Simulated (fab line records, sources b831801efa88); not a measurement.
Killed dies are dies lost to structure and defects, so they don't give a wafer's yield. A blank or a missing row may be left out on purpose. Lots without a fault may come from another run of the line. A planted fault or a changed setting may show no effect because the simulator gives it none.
Which tool did it? | flow sky130 | 13 lots, 39 wafers sampled, at 4 steps of a route of 708

WHAT THE GAUGES READ, wafer by wafer
SKY_FIELD_ISO_CD_MEAS_13: target cd 150 nm. Usual: cd_nm 149.9 nm, standard deviation 1.4.
lot  | measured    | on        | cd_nm (nm)        | flag
L313 | day 2 13:20 | cd_sem-02 | 148.7 149.0 149.8 |
L314 | day 2 17:32 | cd_sem-02 | 151.8 150.3 152.1 |
L316 | day 3 01:44 | cd_sem-02 | 150.2 147.6 150.2 |
L317 | day 3 06:57 | cd_sem-02 | 148.2 149.6 149.8 |
L318 | day 3 11:40 | cd_sem-02 | 148.8 149.1 149.0 |
L323 | day 4 18:50 | cd_sem-01 | 148.2 147.8 147.5 |
L325 | day 5 03:17 | cd_sem-01 | 153.1 151.5 150.9 |
L328 | day 5 14:52 | cd_sem-01 | 152.0 150.3 150.4 |
L329 | day 5 20:21 | cd_sem-02 | 150.2 150.0 149.8 |
L330 | day 6 01:49 | cd_sem-01 | 150.6 150.0 149.1 |
L332 | day 6 15:01 | cd_sem-02 | 150.8 150.9 150.3 |
L333 | day 6 18:22 | cd_sem-02 | 150.9 151.5 152.7 |
L335 | day 7 05:26 | cd_sem-01 | 150.7 149.4 149.6 |

SKY_POLY_GATE_THK_MEAS_21. Usual: POLY_GATE_OXIDATION_THK 4.00 nm, standard deviation 0.084.
lot  | measured     | on            | POLY_GATE_OXIDATION_THK (nm) | flag
L313 | day 16 23:51 | film_metro-01 | 3.99 4.00 3.90               |
L314 | day 17 19:15 | film_metro-02 | 3.94 3.88 3.88               |
L316 | day 18 01:25 | film_metro-02 | 4.07 4.05 4.01               |
L317 | day 18 19:29 | film_metro-02 | 4.08 4.08 4.07               |
L318 | day 19 05:37 | film_metro-02 | 4.04 3.99 4.06               |
L323 | day 20 12:50 | film_metro-02 | 4.05 4.09 3.96               |
L325 | day 21 12:23 | film_metro-02 | 3.90 3.88 3.93               |
L328 | day 22 10:25 | film_metro-02 | 3.94 3.98 4.01               |
L329 | day 22 12:11 | film_metro-04 | 3.93 3.97 4.06               |
L330 | day 22 19:25 | film_metro-02 | 4.04 4.01 3.92               |
L332 | day 23 14:24 | film_metro-01 | 3.94 4.01 3.90               |
L333 | day 23 17:33 | film_metro-01 | 4.08 4.12 4.05               |
L335 | day 24 10:59 | film_metro-02 | 4.00 3.97 3.91               |

SKY_LDD_HVN_TW_MEAS_10. Usual: LDD_HVN_TW 1445, standard deviation 16.
lot  | measured     | on            | LDD_HVN_TW     | flag
L313 | day 20 19:43 | film_metro-01 | 1461 1469 1470 |
L314 | day 21 16:09 | film_metro-04 | 1440 1438 1435 |
L316 | day 21 22:41 | film_metro-01 | 1469 1462 1462 |
L317 | day 22 16:32 | film_metro-02 | 1441 1439 1449 |
L318 | day 23 02:13 | film_metro-01 | 1481 1478 1469 |
L323 | day 24 08:11 | film_metro-01 | 1473 1467 1468 |
L325 | day 25 06:37 | film_metro-02 | 1438 1440 1439 |
L328 | day 26 05:35 | film_metro-01 | 1459 1454 1460 |
L329 | day 26 06:47 | film_metro-04 | 1426 1431 1422 |
L330 | day 26 13:13 | film_metro-04 | 1423 1423 1432 |
L332 | day 27 08:11 | film_metro-02 | 1437 1444 1437 |
L333 | day 27 11:29 | film_metro-01 | 1455 1459 1455 |
L335 | day 28 04:30 | film_metro-04 | 1418 1422 1412 |

WHICH TOOL RAN EACH LOT (tool, then ch and the chambers of the sampled wafers, then the start)
lot  | SKY_NWELL_EXPOSE_07
L313 | iline_stepper-01 ch 0, day 4 13:32
L314 | iline_stepper-01 ch 0, day 4 17:04
L316 | iline_stepper-01 ch 0, day 5 04:13
L317 | iline_stepper-01 ch 0, day 5 14:29
L318 | iline_stepper-01 ch 0, day 5 22:24
L323 | iline_stepper-01 ch 0, day 6 22:01
L325 | iline_stepper-01 ch 0, day 7 12:47
L328 | iline_stepper-01 ch 0, day 8 01:20
L329 | iline_stepper-02 ch 0, day 8 05:24
L330 | iline_stepper-01 ch 0, day 8 11:20
L332 | iline_stepper-02 ch 0, day 9 00:04
L333 | iline_stepper-02 ch 0, day 9 03:55
L335 | iline_stepper-01 ch 0, day 9 19:53
- SKY_NWELL_EXPOSE_07: exposes mask NWM, target cd 840 nm.

WHAT THE TOOLS THEMSELVES READ (means of the sampled wafers that have a number; where no wafer has one, the mark that the record gives instead)
The record holds no such reading with a usual standard deviation.

THE ANSWER, worked out from the rows above alone
Rule: a lot is off if the mean of its wafers that have a number lies more than 3 standard deviations from the usual mean. A lot without any number at a reading at which 4 lots or more have one is off too. The other lots that the step has rows for count as sound. The gauges are gone through in route order, then the tools' own readings, and for those a lot's mean is taken as printed above. The first step at which some lot is off is used, and at that step the reading that is off furthest; a lot without a number counts as furthest.
No lot is off at any reading shown: from this, nothing can be told.

WHAT THE SIMULATOR HAD PUT IN
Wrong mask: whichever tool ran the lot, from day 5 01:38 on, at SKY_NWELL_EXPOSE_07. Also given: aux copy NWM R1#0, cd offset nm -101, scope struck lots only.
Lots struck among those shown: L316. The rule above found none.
